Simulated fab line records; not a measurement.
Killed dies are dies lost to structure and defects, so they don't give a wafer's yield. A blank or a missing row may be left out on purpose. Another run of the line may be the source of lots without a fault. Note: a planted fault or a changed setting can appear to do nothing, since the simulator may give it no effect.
Matching of chambers    flow sfq_line    rie_diel-03 running SFQ_TRILAYER_I5_BARC_OPEN_VIA_ETCH_200: 4 sister chambers
The step etches BARC in O2, target depth 125 nm, time 41.7 s. 4 wafers are shown with their chamber, then 7 later ones without.

== WAFERS PAIRED WITH THEIR CHAMBERS ==
wafer   chamber  oes_product_au (a.u.)
L607.2  1        0.690
L612.5  0        0.684
L614.4  3        0.680
L614.5  2        0.681

== WAFERS WHOSE CHAMBER IS MISSING ==
wafer   oes_product_au (a.u.)
L614.6  0.679
L615.2  0.682
L615.4  0.688
L615.6  0.688
L620.2  0.692
L620.4  0.696
L620.5  0.690

== WHICH CHAMBER EACH ONE RAN IN ==
wafer    from the rows above            in truth
L614.6   can't be placed: 3 or 2 or 0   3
L615.2   can't be placed: 2 or 0 or 3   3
L615.4   can't be placed: 1 or 0 or 2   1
L615.6   can't be placed: 1 or 0 or 2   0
L620.2   1                              1
L620.4   1                              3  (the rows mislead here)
L620.5   1                              1
Correct placement for 2 of the 7. Unplaceable from these rows: 4, with the true chamber sitting among the candidates in 4. Wrongly placed: 1.
How it was worked out, from the rows above alone: a wafer's distance from a chamber is the root of the sum, over the readings, of the square of ((its reading less the chamber's mean) divided by the reading's scatter). The wafer belongs to the nearest chamber; if the next one is less than 2 further off, it can't be placed. A chamber's mean is the mean of its shown wafers. The scatter: with one shown wafer a chamber, the root of the mean of the squares of how far each hidden wafer lies from its nearest shown one.
